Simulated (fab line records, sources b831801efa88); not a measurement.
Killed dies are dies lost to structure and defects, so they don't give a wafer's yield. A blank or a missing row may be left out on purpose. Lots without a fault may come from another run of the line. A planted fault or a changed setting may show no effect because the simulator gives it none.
Which tool did it? | flow gf180mcu | 13 lots, 39 wafers sampled, at 5 steps of a route of 602

WHAT THE GAUGES READ, wafer by wafer
GF_MVSD_OVL_MEAS_07.
lot  | measured     | on         | MVSD_OVL (nm)
L968 | day 4 10:40  | overlay-02 | -1.4 -0.6 -0.8
L969 | day 4 15:37  | overlay-02 | -0.3 0.2 1.8
L970 | day 5 00:13  | overlay-01 | 1.1 -0.8 -1.0
L971 | day 5 04:49  | overlay-01 | 1.3 1.2 0.0
L972 | day 5 09:53  | overlay-01 | -1.9 -2.1 -1.5
L973 | day 5 16:13  | overlay-01 | 0.8 1.8 1.8
L974 | day 5 19:40  | overlay-01 | 1.6 0.7 0.7
L977 | day 6 12:54  | overlay-02 | 0.1 0.8 0.0
L980 | day 7 07:08  | overlay-02 | 2.0 1.9 -0.3
L988 | day 9 08:29  | overlay-01 | 1.3 0.6 -0.2
L989 | day 9 18:53  | overlay-02 | -2.5 0.2 0.1
L990 | day 9 19:14  | overlay-02 | -1.5 -2.6 -0.6
L991 | day 10 00:02 | overlay-01 | -2.1 -0.5 -0.3

GF_VT_IMPLANT_TW_MEAS_32.
lot  | measured     | on            | VT_IMPLANT_3_TW
L968 | day 6 21:10  | film_metro-02 | 269.5 271.2 271.1
L969 | day 7 02:17  | film_metro-01 | 270.4 271.0 270.5
L970 | day 7 11:07  | film_metro-01 | 270.5 273.3 271.7
L971 | day 7 15:49  | film_metro-01 | 271.3 271.3 271.1
L972 | day 7 21:02  | film_metro-01 | 270.8 271.3 272.1
L973 | day 8 05:23  | film_metro-03 | 270.1 270.0 271.6
L974 | day 8 10:23  | film_metro-01 | 270.9 272.6 272.7
L977 | day 9 04:43  | film_metro-01 | 271.9 272.4 273.0
L980 | day 10 02:41 | film_metro-03 | 268.8 269.4 270.4
L988 | day 12 12:02 | film_metro-02 | 271.8 272.0 273.6
L989 | day 12 23:04 | film_metro-03 | 268.3 270.5 268.5
L990 | day 12 23:22 | film_metro-03 | 268.2 269.7 268.9
L991 | day 13 04:28 | film_metro-01 | 274.1 271.9 273.1

GF_HV_LDD_OVL_MEAS_20.
lot  | measured     | on         | HV_LDD_01_OVL (nm)
L968 | day 10 19:07 | overlay-01 | -1.4 -1.3 -0.3
L969 | day 11 03:39 | overlay-01 | -2.2 -2.1 -3.5
L970 | day 11 09:17 | overlay-02 | -2.0 -1.7 -1.4
L971 | day 11 15:43 | overlay-02 | -1.4 0.3 0.4
L972 | day 11 21:13 | overlay-01 | -2.3 -2.9 -0.3
L973 | day 12 10:43 | overlay-01 | -2.1 -0.4 -0.1
L974 | day 12 12:40 | overlay-02 | -2.6 -0.2 0.0
L977 | day 13 13:25 | overlay-02 | -3.3 -1.2 -1.3
L980 | day 14 12:33 | overlay-02 | -1.1 -2.5 -1.9
L988 | day 17 06:24 | overlay-02 | -0.9 0.2 1.2
L989 | day 17 20:34 | overlay-02 | 1.3 0.2 1.7
L990 | day 17 19:55 | overlay-01 | 0.3 -1.2 0.0
L991 | day 18 01:45 | overlay-02 | 1.1 -0.4 -0.2

GF_SALICIDE_THK_MEAS_05: measures by xrf.
lot  | measured     | on            | SALICIDE_TIN_THK (nm)
L968 | day 15 03:01 | film_metro-04 | 19.3 19.3 19.5
L969 | day 15 13:47 | film_metro-02 | 20.1 20.2 20.2
L970 | day 15 19:56 | film_metro-02 | 20.3 20.2 20.5
L971 | day 16 03:31 | film_metro-04 | 19.6 19.9 20.0
L972 | day 16 09:23 | film_metro-03 | 19.7 19.6 19.7
L973 | day 17 03:53 | film_metro-02 | 20.4 20.0 20.5
L974 | day 17 04:11 | film_metro-03 | 20.1 20.1 20.3
L977 | day 18 08:16 | film_metro-02 | 20.2 20.2 19.8
L980 | day 19 11:34 | film_metro-04 | 19.5 17.9 18.0
L988 | day 22 11:56 | film_metro-04 | 20.4 19.8 20.3
L989 | day 23 01:28 | film_metro-04 | 19.7 19.4 19.0
L990 | day 23 00:58 | film_metro-03 | 20.3 20.3 19.9
L991 | day 23 06:18 | film_metro-02 | 20.5 19.9 20.6

WHICH TOOL RAN EACH LOT (tool, then ch and the chambers of the sampled wafers, then the start)
lot  | GF_SALICIDE_SPUTTER_03
L968 | pvd_sputter-02, day 15 02:52
L969 | pvd_sputter-01, day 15 13:37
L970 | pvd_sputter-01, day 15 19:47
L971 | pvd_sputter-02, day 16 03:22
L972 | pvd_sputter-02, day 16 09:14
L973 | pvd_sputter-01, day 17 03:44
L974 | pvd_sputter-02, day 17 04:02
L977 | pvd_sputter-02, day 18 08:07
L980 | pvd_sputter-02, day 19 11:23
L988 | pvd_sputter-03, day 22 11:46
L989 | pvd_sputter-01, day 23 01:19
L990 | pvd_sputter-03, day 23 00:49
L991 | pvd_sputter-01, day 23 06:08
- GF_SALICIDE_SPUTTER_03: material TiN, target thk 20 nm, time 16.7 s.

WHAT THE TOOLS THEMSELVES READ (means of the sampled wafers that have a number; where no wafer has one, the mark that the record gives instead)
GF_SALICIDE_SPUTTER_03.
lot  | tool           | throttle_valve_pct (%)
L968 | pvd_sputter-02 | 29.9
L969 | pvd_sputter-01 | 30.0
L970 | pvd_sputter-01 | 30.7
L971 | pvd_sputter-02 | 29.7
L972 | pvd_sputter-02 | 29.9
L973 | pvd_sputter-01 | 30.6
L974 | pvd_sputter-02 | 29.7
L977 | pvd_sputter-02 | 29.9
L980 | pvd_sputter-02 | 30.0
L988 | pvd_sputter-03 | 30.8
L989 | pvd_sputter-01 | 31.0
L990 | pvd_sputter-03 | 30.4
L991 | pvd_sputter-01 | 30.4

THE ANSWER, worked out from the rows above alone
Rule: what is usual is taken from the lots themselves. Put in order of their means at a reading, lots are off if they are a third of the lots or fewer, leave a main group of 4 or more, and stand apart from it by a gap of 3 or more times the standard deviation of the main group's means; of several such gaps the widest counts. A main group whose means are all the same, to the digits that the tables above print for the reading, isn't used. A lot without any number at a reading at which 4 lots or more have one is off too. The other lots that the step has rows for count as sound. The gauges are gone through in route order, then the tools' own readings, and for those a lot's mean is taken as printed above. The first step at which some lot is off is used, and at that step the reading that is off furthest; a lot without a number counts as furthest.
No lot is off at any reading shown: from this, nothing can be told.

WHAT THE SIMULATOR HAD PUT IN
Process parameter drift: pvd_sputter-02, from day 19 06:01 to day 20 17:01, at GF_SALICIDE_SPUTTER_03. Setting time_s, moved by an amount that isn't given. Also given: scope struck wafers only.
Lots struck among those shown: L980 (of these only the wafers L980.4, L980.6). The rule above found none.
